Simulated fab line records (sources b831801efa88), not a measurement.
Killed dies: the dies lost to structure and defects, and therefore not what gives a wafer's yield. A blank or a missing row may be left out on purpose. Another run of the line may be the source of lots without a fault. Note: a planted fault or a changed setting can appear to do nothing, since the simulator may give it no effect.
2 desks looking at one fault    flow sky130    only its own numbers are on each desk; what lay behind them is given at the end

## TOOL OWNER'S DESK, rie-diel-03
The tool's own readings at SKY_VIA3_ETCH_14 (etches BARC in N2/H2, stops on SiO2, time 45.9 s, target depth 60 nm): means of the sampled wafers that have a number, for each lot that ran on this tool. Marked OUT: a lot whose mean sits more than 4 standard deviations from the usual mean, which makes it out of limits; the brackets give that distance.
Columns: A = bias-w at SKY_VIA3_ETCH_14, usual 100.03 W; B = drypump-motor-current-A at SKY_VIA3_ETCH_14, usual 5.6 A; C = oes-product-au at SKY_VIA3_ETCH_14, usual 0.855 a.u.; D = throttle-valve-pct at SKY_VIA3_ETCH_14, usual 13.225 %
lot   first seen here  A                 B    C      D
L579  day 40 08:05     100.24            5.6  0.854  13.220
L581  day 40 14:23     100.00            5.6  0.850  13.227
L584  day 41 09:24     99.61             5.8  0.850  13.231
L593  day 43 23:01     114.90 (+53) OUT  5.6  0.860  13.222
L597  day 44 21:20     114.90 (+53) OUT  5.6  0.859  13.219
This desk's finding: out of limits on L593, L597; first on L593, day 43 23:01 (bias-w at SKY_VIA3_ETCH_14). L579, L581, L584: within limits.

## METROLOGY DESK
What the gauges read for every lot (on any tool): the sampled wafers with a number, averaged. Marked OUT: a lot whose mean sits more than 4 standard deviations from the usual mean, which makes it out of limits; the brackets give that distance.
Columns: A = METAL2_ALCU_THK at SKY_METAL2_THK_MEAS_06, usual 254.8 nm
lot   first seen here  A
L579  day 34 18:06     250.5
L580  day 34 21:55     249.4
L581  day 35 01:55     256.5
L582  day 35 06:40     251.6
L583  day 35 19:22     250.9
L584  day 35 20:22     255.5
L585  day 36 06:12     253.8
L586  day 36 17:11     253.7
L587  day 36 20:13     256.5
L593  day 38 18:43     251.9
L597  day 39 20:08     257.4
L600  day 40 13:43     255.0
Result from this desk: across the 12 lots, nothing is out of limits.

## PUT TOGETHER
At day 43 23:01, on L593, L597, the tool owner's desk was in a position to raise an alarm.
At the metrology desk, nothing out of limits was observed.
The metrology desk has L593, L597 on record, within its limits.
All the named lots went through SKY_VIA3_ETCH_14 on rie-diel-03.

## WHAT THE SIMULATOR PUT IN
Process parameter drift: rie-diel-03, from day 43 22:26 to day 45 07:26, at SKY_VIA3_ETCH_14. A move of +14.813 in setting bias-w, from 100. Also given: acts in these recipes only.
Lots struck among those shown: L593, L597.
Delay in hours, fault start to first out-of-limits reading, by desk: the tool owner's desk at 1.
